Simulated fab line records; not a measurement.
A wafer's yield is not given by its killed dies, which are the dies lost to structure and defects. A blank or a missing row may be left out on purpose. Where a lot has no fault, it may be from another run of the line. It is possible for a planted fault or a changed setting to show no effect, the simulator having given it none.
Which tool was responsible?    flow sky130    Sampling: 6 lots, 18 wafers, 4 of 708 route steps

## WHAT EACH GAUGE READ, for each wafer
SKY_VIA4_RS_MEAS_19: measures by four-point-probe.
lot   measured      on            VIA4_W_RS (ohm/sq)
L953  day 43 21:32  filmMetro-01  0.2270 0.2265 0.2272
L959  day 45 03:51  filmMetro-01  0.2291 0.2274 0.2322
L960  day 45 16:28  filmMetro-02  0.2324 0.2282 0.2316
L963  day 46 01:22  filmMetro-01  0.2274 0.2296 0.2268
L970  day 47 15:53  filmMetro-03  0.2308 0.2297 0.2303
L973  day 48 08:01  filmMetro-03  0.2239 0.2259 0.2218

## WHAT TOOL EACH LOT RAN ON (gives the tool, then ch and the chambers of the sampled wafers, and finally the start)
lot   SKY_METAL4_METAL_ETCH_18          SKY_VIA4_SOFTBAKE_07              SKY_VIA4_CVD_18
L953  rieMetal-03 ch 0,1, day 42 20:32  lithoTrack-01 ch 0, day 43 08:59  cvdW-01 ch 0,1, day 43 21:24
L959  rieMetal-04 ch 0,1, day 44 04:01  lithoTrack-02 ch 0, day 44 16:32  cvdW-01 ch 0,1, day 45 03:41
L960  rieMetal-03 ch 0,1, day 44 16:25  lithoTrack-01 ch 0, day 45 04:10  cvdW-01 ch 0,1, day 45 16:17
L963  rieMetal-03 ch 0,1, day 45 01:38  lithoTrack-04 ch 0, day 45 13:58  cvdW-01 ch 0,1, day 46 01:11
L970  rieMetal-03 ch 0,1, day 46 16:48  lithoTrack-04 ch 0, day 47 03:53  cvdW-01 ch 0,1, day 47 15:44
L973  rieMetal-01 ch 0,1, day 47 09:40  lithoTrack-04 ch 0, day 47 20:50  cvdW-02 ch 0,1, day 48 07:52
- SKY_METAL4_METAL_ETCH_18: etches the open film in Cl2/BCl3, stops on SiO2, target depth 845 nm, time 183.1 s.
- SKY_VIA4_SOFTBAKE_07: time 60 s.
- SKY_VIA4_CVD_18: deposits W, target thk 505 nm, time 152.14 s.

## THE ANSWER, worked out from the rows above alone
Rule: usual is defined by the lots themselves. The widest of any qualifying gaps counts: lots, ordered by their means at a reading, are off when they make up no more than a third of the lots, leave a main group of 4 or more, and stand apart from it by 3 or more times the standard deviation of that group's means. The tables above print the reading to a certain number of digits; a main group whose means all agree to those digits is not used. Also off: a lot with no number at a reading for which 4 or more lots have one. All remaining lots with rows at the step are treated as sound.
None of the lots is off at any reading shown; this tells nothing.

## WHAT THE SIMULATOR HAD INSERTED
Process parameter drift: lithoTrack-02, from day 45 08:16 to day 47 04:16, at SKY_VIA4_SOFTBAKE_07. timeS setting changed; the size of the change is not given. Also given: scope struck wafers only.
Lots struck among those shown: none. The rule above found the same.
